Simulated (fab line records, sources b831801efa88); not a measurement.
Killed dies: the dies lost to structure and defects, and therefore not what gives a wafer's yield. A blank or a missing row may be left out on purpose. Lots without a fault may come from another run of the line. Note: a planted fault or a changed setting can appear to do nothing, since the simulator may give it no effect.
Which of the tools did it? | flow sky130 | Sampling: 11 lots, 33 wafers, 3 of 708 route steps

## WHAT EACH GAUGE READ, for each wafer
SKY_LI_CONTACT_THK_MEAS_23: measures by xrf.
lot  | measured     | on           | LI_CONTACT_W_THK (nm)
L133 | day 29 04:48 | filmMetro-03 | 398 396 397
L136 | day 30 08:34 | filmMetro-03 | 392 390 390
L138 | day 31 03:12 | filmMetro-04 | 386 397 385
L140 | day 31 12:13 | filmMetro-04 | 386 398 396
L142 | day 32 00:32 | filmMetro-03 | 394 394 401
L143 | day 32 09:42 | filmMetro-04 | 391 387 397
L144 | day 32 18:06 | filmMetro-02 | 390 391 392
L152 | day 35 05:39 | filmMetro-04 | 396 397 398
L153 | day 35 15:36 | filmMetro-04 | 387 395 385
L154 | day 36 00:00 | filmMetro-02 | 395 395 392
L156 | day 36 12:34 | filmMetro-04 | 386 395 392

## WHICH TOOL RAN EACH LOT (tool, then ch and the chambers of the sampled wafers, then the start)
lot  | SKY_POLY_CUT_ETCH_11              | SKY_SD_N_STRIP_11
L133 | rieDiel-04 ch 1,2,3, day 24 07:38 | plasmaAsher-01 ch 0,1, day 27 22:46
L136 | rieDiel-04 ch 0,1,3, day 25 11:44 | plasmaAsher-02 ch 0,1, day 29 02:29
L138 | rieDiel-04 ch 0,2,3, day 26 06:50 | plasmaAsher-02 ch 0,1, day 29 20:53
L140 | rieDiel-02 ch 0,1, day 26 16:58   | plasmaAsher-04 ch 0, day 30 06:38
L142 | rieDiel-01 ch 1,2,3, day 27 06:02 | plasmaAsher-01 ch 1, day 30 18:47
L143 | rieDiel-04 ch 0,2,3, day 27 15:43 | plasmaAsher-02 ch 0,1, day 31 04:06
L144 | rieDiel-01 ch 1,3, day 28 00:29   | plasmaAsher-04 ch 0,1, day 31 12:41
L152 | rieDiel-04 ch 1,2, day 30 17:37   | plasmaAsher-02 ch 0,1, day 34 00:50
L153 | rieDiel-04 ch 0,2,3, day 31 01:34 | plasmaAsher-02 ch 0,1, day 34 11:02
L154 | rieDiel-02 ch 1,2, day 31 10:05   | plasmaAsher-02 ch 1, day 34 19:29
L156 | rieDiel-02 ch 0,3, day 32 00:07   | plasmaAsher-01 ch 0,1, day 35 08:50
- SKY_POLY_CUT_ETCH_11: etches Si3N4 in CF4/CH2F2/Ar, stops on poly-Si, time 42.5 s, target depth 60 nm.
- SKY_SD_N_STRIP_11: strips in O2/N2.

## AS READ BY THE TOOLS THEMSELVES (means over the sampled wafers that have a number; for cases with no such wafer, the mark the record gives instead)
SKY_POLY_CUT_ETCH_11.
lot  | tool       | drypumpMotorCurrentA (A) | oesProductAu (a.u.) | throttleValvePct (%)
L133 | rieDiel-04 | 5.3                      | 0.834               | 14.990
L136 | rieDiel-04 | 5.6                      | 0.829               | 14.994
L138 | rieDiel-04 | 5.8                      | 0.833               | 15.002
L140 | rieDiel-02 | 5.4                      | 0.825               | 14.997
L142 | rieDiel-01 | 5.5                      | 0.835               | 14.992
L143 | rieDiel-04 | 5.8                      | 0.833               | 14.996
L144 | rieDiel-01 | 5.5                      | 0.831               | 14.992
L152 | rieDiel-04 | 5.5                      | 0.828               | 14.989
L153 | rieDiel-04 | 5.8                      | 0.828               | 14.994
L154 | rieDiel-02 | 5.3                      | 0.823               | 14.986
L156 | rieDiel-02 | 5.8                      | 0.833               | 14.985

SKY_SD_N_STRIP_11.
lot  | tool           | drypumpMotorCurrentA (A) | o2FlowSccm (sccm) | oesProductAu (a.u.) | stripTimeToEndpointS (s)
L133 | plasmaAsher-01 | 5.78                     | 2997              | 0.526               | 22.57
L136 | plasmaAsher-02 | 5.42                     | 2999              | 0.524               | 22.51
L138 | plasmaAsher-02 | 5.52                     | 3005              | 0.525               | 22.46
L140 | plasmaAsher-04 | 5.68                     | 2998              | 0.523               | 22.53
L142 | plasmaAsher-01 | 5.93                     | 2992              | 0.526               | 22.56
L143 | plasmaAsher-02 | 5.52                     | 3007              | 0.525               | 22.59
L144 | plasmaAsher-04 | 5.51                     | 3006              | 0.527               | 22.60
L152 | plasmaAsher-02 | 5.52                     | 3005              | 0.527               | 22.57
L153 | plasmaAsher-02 | 5.50                     | 3002              | 0.531               | 22.55
L154 | plasmaAsher-02 | 5.60                     | 2995              | 0.524               | 22.56
L156 | plasmaAsher-01 | 5.78                     | 3004              | 0.529               | 22.64

## THE ANSWER, worked out from the rows above alone
Rule: what is usual is taken from the lots themselves. The widest of any qualifying gaps counts: lots, ordered by their means at a reading, are off when they make up no more than a third of the lots, leave a main group of 4 or more, and stand apart from it by 3 or more times the standard deviation of that group's means. If all means in a main group match to the digits the tables above print for the reading, that group is not used. A lot without any number at a reading at which 4 lots or more have one is off too. The other lots that the step has rows for count as sound. After the gauges, taken in route order, come the tools' own readings; for these a lot's mean is taken, as printed above. The first step at which some lot is off is used, and at that step the reading that is off furthest; a lot without a number counts as furthest.
None of the lots is off at any reading shown; this tells nothing.

## WHAT HAD BEEN PUT IN BY THE SIMULATOR
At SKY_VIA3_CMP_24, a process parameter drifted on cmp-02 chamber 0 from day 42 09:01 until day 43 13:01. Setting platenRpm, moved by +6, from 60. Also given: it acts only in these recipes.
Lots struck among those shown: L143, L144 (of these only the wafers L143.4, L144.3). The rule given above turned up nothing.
